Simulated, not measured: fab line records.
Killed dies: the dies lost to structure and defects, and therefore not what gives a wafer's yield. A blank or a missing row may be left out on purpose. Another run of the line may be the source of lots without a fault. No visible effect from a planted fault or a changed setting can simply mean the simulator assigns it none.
fab line records	flow gf180mcu
record lots=24	wafers=72	last_day=34
route steps=602 shown HV_LDD@228 M2@376 V2@396 V3@446 M4@471 MIM@505
lots untouched by any fault: they come from a run of this same line in which no faults occurred
start_h: hours from the record's opening day to when the first of the lot's shown wafers began	wait_h: hours since the lot's step before	" same as the row above	L1.1+2: a single row standing in for several wafers	- value missing, or start not given	* or withheld: withheld	< > ~ a bound
route shown NAME@n: NAME is a module with steps in the file, n the number in the route of the first one	usual: mean and standard deviation over wafers with no fault	same: alike in all rows	chamber/n: place in a boat	sites: readings site by site	_std_site: standard deviation across them	_edge_site: inner sites' mean taken away from outer sites' mean	radius_mm: for every site, how far away it sits from the centre of the wafer	mask NAME#n: copy n	behind: tool/chamber where the wafer was last shaped	hold: the reason the lot was held/the length of the hold in hours/how it ended	device: which transistor (n, p or np) failed to switch	end of line: the route-end tests of the same wafers	for a step that has no rows: nothing shown but its recipe	killed: count of dies lost to structure and defects at first sort (not the wafer's yield)	map: per-die view of a wafer (x killed, . not killed, _ where there is no die)
set.NAME: the run value of the setting; set.NAME@STEP: its run value at that earlier step	model.NAME: the simulator's own value behind a step, which no gauge read
route steps across a sampled set of lots; one table per step, one row per wafer
services: a tool's chamber out of use, with start hour (start_h, from the record's first day; less than 0 if before it), hours out, and reason
## steps
# step GF_HV_LDD_RTA_52
# recipe temp_c=1000	time_s=10	ambient=N2
# usual lamp_power_pct=32.7/2	wafer_temp_C_max=1003.3/0.86
lot.wafer	tool	chamber	start_h	wait_h	lamp_power_pct	wafer_temp_C_max
L074.1	rtp_anneal-02	0	277.41	0.0	33.9	1003.8
L074.5	"	0	"	"	33.9	1003.1
L074.6	"	0	"	"	33.9	1003.1
L075.1	rtp_anneal-01	0	281.12	0.0	29.2	1004.6
L075.3	"	0	"	"	29.2	1005.3
L075.5	"	0	"	"	29.2	1004.3
L076.1	rtp_anneal-02	0	288.47	0.0	33.9	1003.6
L076.2	"	0	"	"	33.9	1003.1
L076.6	"	0	"	"	33.8	1002.2
L077.1	rtp_anneal-01	0	297.89	0.0	29.2	1003.3
L077.2	"	0	"	"	29.2	1004.7
L077.4	"	0	"	"	29.2	1005.8
L078.2	rtp_anneal-02	0	306.32	0.0	33.8	1002.7
L078.5	"	0	"	"	33.8	1003.2
L078.6	"	0	"	"	33.9	1002.2
L079.1	rtp_anneal-02	0	314.26	0.0	33.9	1003.0
L079.4	"	0	"	"	33.8	1002.5
L079.6	"	0	"	"	33.8	1001.7
L080.2	rtp_anneal-02	0	318.98	0.0	33.9	1002.4
L080.5	"	0	"	"	33.8	1003.4
L080.6	"	0	"	"	33.9	1003.6
L081.1	rtp_anneal-02	0	327.51	0.0	33.9	1003.6
L081.3	"	0	"	"	33.9	1001.8
L081.4	"	0	"	"	33.8	1003.2
L082.1	rtp_anneal-02	0	336.97	0.0	33.9	1002.7
L082.3	"	0	"	"	33.9	1003.0
L082.4	"	0	"	"	33.9	1002.4
L083.4	rtp_anneal-02	0	348.82	0.0	33.9	1003.1
L083.5	"	0	"	"	33.9	1003.6
L083.6	"	0	"	"	33.9	1003.5
L084.1	rtp_anneal-02	0	354.34	0.0	33.9	1004.0
L084.4	"	0	"	"	33.8	1002.3
L084.5	"	0	"	"	33.9	1003.0
L085.1	rtp_anneal-02	0	363.31	0.0	33.9	1002.8
L085.2	"	0	"	"	33.9	1002.3
L085.5	"	0	"	"	33.9	1002.5
L086.4	rtp_anneal-02	0	368.70	0.0	33.9	1003.0
L086.5	"	0	"	"	33.9	1002.3
L086.6	"	0	"	"	33.9	1003.6
L087.1	rtp_anneal-02	0	376.82	0.0	33.9	1003.6
L087.3	"	0	"	"	33.9	1002.9
L087.4	"	0	"	"	33.9	1003.0
L088.1	rtp_anneal-02	0	383.77	0.0	33.9	1002.5
L088.3	"	0	"	"	33.8	1003.3
L088.4	"	0	"	"	33.9	1003.5
L089.1	rtp_anneal-02	0	391.50	0.0	33.9	1004.7
L089.3	"	0	"	"	33.9	1003.4
L089.4	"	0	"	"	33.9	1003.8
L090.4	rtp_anneal-02	0	399.67	0.0	33.8	1002.3
L090.5	"	0	"	"	33.8	1002.9
L090.6	"	0	"	"	33.9	1002.0
L091.1	rtp_anneal-02	0	413.50	0.0	33.9	1002.5
L091.3	"	0	"	"	33.9	1002.4
L091.5	"	0	"	"	33.9	1002.7
L092.2	rtp_anneal-02	0	416.02	0.0	33.9	1002.8
L092.3	"	0	"	"	34.0	1004.4
L092.5	"	0	"	"	33.9	1002.1
L093.1	rtp_anneal-01	0	429.01	0.0	29.2	1002.4
L093.2	"	0	"	"	29.2	1004.0
L093.6	"	0	"	"	29.2	1004.3
L094.1	rtp_anneal-01	0	434.46	0.0	29.1	1004.0
L094.2	"	0	"	"	29.2	1006.0
L094.4	"	0	"	"	29.2	1003.8
L095.1	rtp_anneal-02	0	442.86	0.0	33.8	1003.1
L095.2	"	0	"	"	33.9	1004.0
L095.3	"	0	"	"	33.9	1003.1
L096.2	rtp_anneal-01	0	449.01	0.0	29.2	1004.4
L096.3	"	0	"	"	29.2	1003.1
L096.6	"	0	"	"	29.1	1003.9
L097.1	rtp_anneal-01	0	463.25	0.0	29.2	1003.4
L097.2	"	0	"	"	29.2	1002.5
L097.3	"	0	"	"	29.2	1002.6
# step GF_M2_CD_MEAS_14
# recipe target_cd_nm=280
# usual cd_nm=280.3/1.3
lot.wafer	tool	chamber	start_h	wait_h	cd_nm
L074.1	cd_sem-01	-	440.89	0.1	279.5
L074.5	"	-	"	"	280.5
L074.6	"	-	"	"	279.8
L075.1	cd_sem-02	-	445.65	0.1	280.2
L075.3	"	-	"	"	281.2
L075.5	"	-	"	"	278.5
L076.1	cd_sem-02	-	454.20	0.1	279.8
L076.2	"	-	"	"	280.3
L076.6	"	-	"	"	280.0
L077.1	cd_sem-02	-	467.34	0.1	279.0
L077.2	"	-	"	"	279.5
L077.4	"	-	"	"	279.2
L078.2	cd_sem-01	-	474.61	0.1	280.0
L078.5	"	-	"	"	280.5
L078.6	"	-	"	"	281.6
L079.1	cd_sem-02	-	484.35	0.1	280.5
L079.4	"	-	"	"	280.1
L079.6	"	-	"	"	281.1
L080.2	cd_sem-01	-	490.66	0.1	280.0
L080.5	"	-	"	"	279.0
L080.6	"	-	"	"	279.2
L081.1	cd_sem-02	-	500.65	0.1	280.3
L081.3	"	-	"	"	281.4
L081.4	"	-	"	"	280.9
L082.1	cd_sem-02	-	510.55	0.1	281.4
L082.3	"	-	"	"	281.7
L082.4	"	-	"	"	281.8
L083.4	cd_sem-02	-	524.26	0.1	279.1
L083.5	"	-	"	"	279.1
L083.6	"	-	"	"	279.5
L084.1	cd_sem-02	-	528.35	0.1	280.3
L084.4	"	-	"	"	281.0
L084.5	"	-	"	"	280.2
L085.1	cd_sem-02	-	541.20	0.1	279.1
L085.2	"	-	"	"	280.0
L085.5	"	-	"	"	279.2
L086.4	cd_sem-02	-	544.51	0.1	281.9
L086.5	"	-	"	"	282.0
L086.6	"	-	"	"	280.8
L087.1	cd_sem-01	-	552.84	0.1	279.9
L087.3	"	-	"	"	278.3
L087.4	"	-	"	"	279.2
L088.1	cd_sem-01	-	558.70	0.1	282.9
L088.3	"	-	"	"	283.6
L088.4	"	-	"	"	282.4
L089.1	cd_sem-02	-	565.64	0.1	278.5
L089.3	"	-	"	"	278.8
L089.4	"	-	"	"	278.0
L090.4	cd_sem-02	-	572.61	0.1	279.4
L090.5	"	-	"	"	279.6
L090.6	"	-	"	"	278.0
L091.1	cd_sem-02	-	587.40	0.1	281.7
L091.3	"	-	"	"	281.6
L091.5	"	-	"	"	281.0
L092.2	cd_sem-02	-	589.62	0.1	278.5
L092.3	"	-	"	"	278.2
L092.5	"	-	"	"	279.1
L093.1	cd_sem-02	-	600.15	0.1	281.3
L093.2	"	-	"	"	282.3
L093.6	"	-	"	"	280.9
L094.1	cd_sem-01	-	605.95	0.1	280.1
L094.2	"	-	"	"	280.6
L094.4	"	-	"	"	280.4
L095.1	cd_sem-01	-	612.70	0.1	282.6
L095.2	"	-	"	"	281.8
L095.3	"	-	"	"	282.0
L096.2	cd_sem-02	-	615.17	0.1	281.9
L096.3	"	-	"	"	281.6
L096.6	"	-	"	"	281.4
L097.1	cd_sem-02	-	630.30	0.1	278.9
L097.2	"	-	"	"	278.4
L097.3	"	-	"	"	278.8
# step GF_V2_CD_MEAS_14
# recipe target_cd_nm=260
# usual cd_nm=259.8/1.2
lot.wafer	tool	chamber	start_h	wait_h	cd_nm
L074.1	cd_sem-02	-	466.09	0.1	260.9
L074.5	"	-	"	"	259.8
L074.6	"	-	"	"	260.5
L075.1	cd_sem-02	-	471.24	0.1	261.0
L075.3	"	-	"	"	261.3
L075.5	"	-	"	"	261.7
L076.1	cd_sem-01	-	479.74	0.1	261.0
L076.2	"	-	"	"	260.9
L076.6	"	-	"	"	261.4
L077.1	cd_sem-02	-	492.92	0.1	260.4
L077.2	"	-	"	"	259.9
L077.4	"	-	"	"	259.9
L078.2	cd_sem-02	-	499.97	0.1	258.0
L078.5	"	-	"	"	257.7
L078.6	"	-	"	"	257.6
L079.1	cd_sem-01	-	509.50	0.1	259.6
L079.4	"	-	"	"	261.0
L079.6	"	-	"	"	259.9
L080.2	cd_sem-01	-	515.61	0.1	259.6
L080.5	"	-	"	"	259.6
L080.6	"	-	"	"	258.6
L081.1	cd_sem-01	-	525.64	0.1	259.6
L081.3	"	-	"	"	258.5
L081.4	"	-	"	"	258.6
L082.1	cd_sem-01	-	534.72	0.1	260.5
L082.3	"	-	"	"	259.3
L082.4	"	-	"	"	259.7
L083.4	cd_sem-01	-	548.35	0.1	260.6
L083.5	"	-	"	"	262.2
L083.6	"	-	"	"	261.9
L084.1	cd_sem-01	-	552.27	0.1	262.3
L084.4	"	-	"	"	260.6
L084.5	"	-	"	"	261.3
L085.1	cd_sem-01	-	564.19	0.1	259.0
L085.2	"	-	"	"	259.7
L085.5	"	-	"	"	260.1
L086.4	cd_sem-02	-	568.05	0.1	258.7
L086.5	"	-	"	"	258.5
L086.6	"	-	"	"	257.9
L087.1	cd_sem-01	-	575.84	0.1	260.3
L087.3	"	-	"	"	259.5
L087.4	"	-	"	"	260.4
L088.1	cd_sem-02	-	582.10	0.1	258.6
L088.3	"	-	"	"	259.8
L088.4	"	-	"	"	259.3
L089.1	cd_sem-02	-	588.74	0.1	258.4
L089.3	"	-	"	"	258.4
L089.4	"	-	"	"	257.8
L090.4	cd_sem-01	-	596.01	0.1	260.9
L090.5	"	-	"	"	261.9
L090.6	"	-	"	"	261.0
L091.1	cd_sem-01	-	609.78	0.1	262.1
L091.3	"	-	"	"	261.6
L091.5	"	-	"	"	262.2
L092.2	cd_sem-02	-	612.37	0.1	260.1
L092.3	"	-	"	"	260.3
L092.5	"	-	"	"	261.5
L093.1	cd_sem-01	-	622.20	0.1	257.9
L093.2	"	-	"	"	259.1
L093.6	"	-	"	"	258.6
L094.1	cd_sem-01	-	628.05	0.1	259.6
L094.2	"	-	"	"	259.4
L094.4	"	-	"	"	259.7
L095.1	cd_sem-02	-	634.23	0.1	259.5
L095.2	"	-	"	"	259.5
L095.3	"	-	"	"	259.8
L096.2	cd_sem-01	-	637.20	0.1	261.5
L096.3	"	-	"	"	259.0
L096.6	"	-	"	"	260.8
L097.1	cd_sem-02	-	652.33	0.1	258.6
L097.2	"	-	"	"	259.2
L097.3	"	-	"	"	258.7
# step GF_V3_ETCH_17
# recipe chemistry=C4F8/O2/Ar	mask_material=KrF	target=SiO2	stop_on=TiN	source_w=1500	bias_w=1161	pressure_mtorr=40	c4f8_flow_sccm=withheld	O2_flow_sccm=6	Ar_flow_sccm=300	time_s=withheld	target_depth_a=6350
# usual oes_product_au=0.856/0.0046
lot.wafer	tool	chamber	start_h	wait_h	oes_product_au
L074.1	rie_diel-02	3	-	-	0.857
L074.5	"	2	"	"	0.861
L074.6	"	0	"	"	0.855
L075.1	rie_diel-02	3	-	-	0.852
L075.3	"	2	"	"	0.859
L075.5	"	3	"	"	0.859
L076.1	rie_diel-03	2	-	-	0.864
L076.2	"	0	"	"	0.858
L076.6	"	3	"	"	0.859
L077.1	rie_diel-02	3	-	-	0.861
L077.2	"	1	"	"	0.857
L077.4	"	0	"	"	0.850
L078.2	rie_diel-02	1	-	-	0.865
L078.5	"	3	"	"	0.859
L078.6	"	2	"	"	0.862
L079.1	rie_diel-01	2	-	-	0.856
L079.4	"	3	"	"	0.862
L079.6	"	2	"	"	0.856
L080.2	rie_diel-03	1	-	-	0.861
L080.5	"	3	"	"	0.860
L080.6	"	0	"	"	0.845
L081.1	rie_diel-02	3	-	-	0.861
L081.3	"	1	"	"	0.851
L081.4	"	0	"	"	0.856
L082.1	rie_diel-03	0	-	-	0.861
L082.3	"	1	"	"	0.848
L082.4	"	2	"	"	0.856
L083.4	rie_diel-02	3	-	-	0.858
L083.5	"	2	"	"	0.855
L083.6	"	1	"	"	0.857
L084.1	rie_diel-03	3	-	-	0.851
L084.4	"	1	"	"	0.857
L084.5	"	2	"	"	0.854
L085.1	rie_diel-03	3	-	-	0.863
L085.2	"	1	"	"	0.859
L085.5	"	1	"	"	0.852
L086.4	rie_diel-03	0	-	-	0.846
L086.5	"	1	"	"	0.850
L086.6	"	0	"	"	0.847
L087.1	rie_diel-02	3	-	-	0.854
L087.3	"	0	"	"	0.858
L087.4	"	0	"	"	0.860
L088.1	rie_diel-01	3	-	-	0.851
L088.3	"	1	"	"	0.849
L088.4	"	2	"	"	0.862
L089.1	rie_diel-03	3	-	-	0.856
L089.3	"	2	"	"	0.859
L089.4	"	1	"	"	0.859
L090.4	rie_diel-02	0	-	-	0.855
L090.5	"	1	"	"	0.858
L090.6	"	0	"	"	0.850
L091.1	rie_diel-01	1	-	-	0.854
L091.3	"	0	"	"	0.851
L091.5	"	1	"	"	0.858
L092.2	rie_diel-03	0	-	-	0.855
L092.3	"	3	"	"	0.860
L092.5	"	0	"	"	0.859
L093.1	rie_diel-01	0	-	-	0.859
L093.2	"	1	"	"	0.852
L093.6	"	0	"	"	0.859
L094.1	rie_diel-01	3	-	-	0.855
L094.2	"	1	"	"	0.858
L094.4	"	2	"	"	0.857
L095.1	rie_diel-01	0	-	-	0.860
L095.2	"	1	"	"	0.849
L095.3	"	2	"	"	0.866
L096.2	rie_diel-02	1	-	-	0.849
L096.3	"	2	"	"	0.859
L096.6	"	2	"	"	0.865
L097.1	rie_diel-01	1	-	-	0.858
L097.2	"	2	"	"	0.853
L097.3	"	3	"	"	0.850
# step GF_M4_OVL_MEAS_15
# usual M4_OVL=0/4.6
lot.wafer	tool	chamber	start_h	wait_h	M4_OVL[nm]
L074.1	overlay-02	-	541.36	0.1	-2
L074.5	"	-	"	"	4
L074.6	"	-	"	"	0
L075.1	overlay-01	-	545.81	0.1	-5
L075.3	"	-	"	"	0
L075.5	"	-	"	"	2
L076.1	overlay-02	-	554.42	0.1	10
L076.2	"	-	"	"	8
L076.6	"	-	"	"	6
L077.1	overlay-01	-	566.71	0.1	1
L077.2	"	-	"	"	-5
L077.4	"	-	"	"	-3
L078.2	overlay-02	-	573.03	0.1	8
L078.5	"	-	"	"	2
L078.6	"	-	"	"	3
L079.1	overlay-02	-	582.01	0.1	1
L079.4	"	-	"	"	1
L079.6	"	-	"	"	4
L080.2	overlay-02	-	587.26	0.1	2
L080.5	"	-	"	"	4
L080.6	"	-	"	"	8
L081.1	overlay-02	-	596.27	0.1	-4
L081.3	"	-	"	"	-9
L081.4	"	-	"	"	1
L082.1	overlay-02	-	604.67	0.1	-6
L082.3	"	-	"	"	1
L082.4	"	-	"	"	-1
L083.4	overlay-01	-	617.49	0.1	-2
L083.5	"	-	"	"	-8
L083.6	"	-	"	"	-1
L084.1	overlay-01	-	620.62	0.1	1
L084.4	"	-	"	"	-9
L084.5	"	-	"	"	-5
L085.1	overlay-01	-	632.60	0.1	-7
L085.2	"	-	"	"	-2
L085.5	"	-	"	"	-3
L086.4	overlay-01	-	635.62	0.1	-1
L086.5	"	-	"	"	-4
L086.6	"	-	"	"	-6
L087.1	overlay-01	-	643.02	0.1	2
L087.3	"	-	"	"	1
L087.4	"	-	"	"	7
L088.1	overlay-02	-	648.02	0.1	1
L088.3	"	-	"	"	-3
L088.4	"	-	"	"	-2
L089.1	overlay-01	-	655.37	0.1	1
L089.3	"	-	"	"	-5
L089.4	"	-	"	"	1
L090.4	overlay-01	-	661.97	0.1	-6
L090.5	"	-	"	"	3
L090.6	"	-	"	"	-1
L091.1	overlay-02	-	674.25	0.1	0
L091.3	"	-	"	"	2
L091.5	"	-	"	"	-7
L092.2	overlay-02	-	676.83	0.1	2
L092.3	"	-	"	"	-5
L092.5	"	-	"	"	1
L093.1	overlay-01	-	686.57	0.1	-2
L093.2	"	-	"	"	9
L093.6	"	-	"	"	0
L094.1	overlay-02	-	691.47	0.1	0
L094.2	"	-	"	"	-2
L094.4	"	-	"	"	-2
L095.1	overlay-02	-	696.80	0.1	4
L095.2	"	-	"	"	8
L095.3	"	-	"	"	3
L096.2	overlay-02	-	699.98	0.1	-1
L096.3	"	-	"	"	-9
L096.6	"	-	"	"	1
L097.1	overlay-01	-	714.16	0.1	1
L097.2	"	-	"	"	1
L097.3	"	-	"	"	1
# step GF_MIM_SPUTTER_02
# recipe material=AlCu	target_thk_nm=450	power_w=10600	time_s=23.9	chamber_pressure_pa=0.4
# usual throttle_valve_pct=30.0/0.99
lot.wafer	tool	chamber	start_h	wait_h	throttle_valve_pct
L074.1	pvd_sputter-03	-	566.18	0.0	31.5
L074.5	"	-	"	"	30.4
L074.6	"	-	"	"	31.9
L075.1	pvd_sputter-03	-	570.58	0.0	30.6
L075.3	"	-	"	"	28.0
L075.5	"	-	"	"	28.1
L076.1	pvd_sputter-04	-	579.69	0.0	28.5
L076.2	"	-	"	"	30.1
L076.6	"	-	"	"	30.1
L077.1	pvd_sputter-04	-	590.66	0.0	29.4
L077.2	"	-	"	"	30.1
L077.4	"	-	"	"	30.1
L078.2	pvd_sputter-04	-	597.95	0.0	29.6
L078.5	"	-	"	"	29.7
L078.6	"	-	"	"	30.5
L079.1	pvd_sputter-02	-	605.27	0.0	29.3
L079.4	"	-	"	"	29.0
L079.6	"	-	"	"	31.0
L080.2	pvd_sputter-04	-	611.12	0.0	30.6
L080.5	"	-	"	"	30.3
L080.6	"	-	"	"	30.6
L081.1	pvd_sputter-04	-	619.94	0.0	29.1
L081.3	"	-	"	"	30.6
L081.4	"	-	"	"	29.6
L082.1	pvd_sputter-04	-	628.52	0.0	30.0
L082.3	"	-	"	"	30.6
L082.4	"	-	"	"	29.4
L083.4	pvd_sputter-03	-	640.87	0.0	30.2
L083.5	"	-	"	"	31.5
L083.6	"	-	"	"	30.4
L084.1	pvd_sputter-02	-	644.39	0.0	31.4
L084.4	"	-	"	"	30.8
L084.5	"	-	"	"	29.3
L085.1	pvd_sputter-04	-	655.23	0.0	28.8
L085.2	"	-	"	"	29.9
L085.5	"	-	"	"	28.5
L086.4	pvd_sputter-04	-	658.84	0.0	30.8
L086.5	"	-	"	"	29.6
L086.6	"	-	"	"	30.3
L087.1	pvd_sputter-04	-	665.89	0.0	30.2
L087.3	"	-	"	"	29.0
L087.4	"	-	"	"	30.5
L088.1	pvd_sputter-02	-	670.47	0.0	29.3
L088.3	"	-	"	"	31.0
L088.4	"	-	"	"	30.8
L089.1	pvd_sputter-03	-	678.13	0.0	29.9
L089.3	"	-	"	"	30.7
L089.4	"	-	"	"	31.5
L090.4	pvd_sputter-02	-	684.47	0.0	31.0
L090.5	"	-	"	"	29.5
L090.6	"	-	"	"	31.0
L091.1	pvd_sputter-03	-	697.21	0.0	28.0
L091.3	"	-	"	"	30.2
L091.5	"	-	"	"	31.5
L092.2	pvd_sputter-02	-	699.52	0.0	29.4
L092.3	"	-	"	"	30.9
L092.5	"	-	"	"	31.2
L093.1	pvd_sputter-02	-	707.91	0.0	30.8
L093.2	"	-	"	"	29.3
L093.6	"	-	"	"	30.9
L094.1	pvd_sputter-04	-	714.23	0.0	30.3
L094.2	"	-	"	"	29.1
L094.4	"	-	"	"	28.7
L095.1	pvd_sputter-02	-	718.50	0.0	29.3
L095.2	"	-	"	"	29.0
L095.3	"	-	"	"	31.2
L096.2	pvd_sputter-03	-	721.15	0.0	30.0
L096.3	"	-	"	"	31.5
L096.6	"	-	"	"	27.9
L097.1	pvd_sputter-03	-	734.69	0.0	30.6
L097.2	"	-	"	"	28.0
L097.3	"	-	"	"	30.3
## services
tool	chamber	start_h	hours	kind
pvd_sputter-03	-	275.45	5.0	repair
rie_diel-03	-	294.60	0.7	repair
rie_diel-01	-	312.90	2.8	pm
rie_diel-03	2	318.23	4.7	repair
rie_diel-01	0	350.65	3.0	repair
rie_diel-02	-	363.01	2.8	pm
rie_diel-02	0	417.00	1.7	repair
rie_diel-02	0	418.73	3.0	repair
rtp_anneal-02	-	420.82	1.6	pm
rie_diel-02	2	451.55	7.5	repair
pvd_sputter-04	-	471.29	0.5	repair
rtp_anneal-02	-	491.78	6.0	repair
rie_diel-02	1	497.91	12.0	repair
rie_diel-03	-	532.48	15.6	pm
rie_diel-03	1	595.42	1.8	repair
rie_diel-02	2	599.35	17.6	repair
rie_diel-02	3	614.77	2.9	repair
rie_diel-02	-	634.28	0.3	repair
rie_diel-02	3	634.64	70.8	repair
rie_diel-03	0	644.66	10.2	repair
rie_diel-02	-	645.59	14.6	pm
rie_diel-02	0	691.69	13.0	repair
rie_diel-03	1	707.25	1.4	repair
rie_diel-03	0	717.16	1.8	repair
## key
fault none
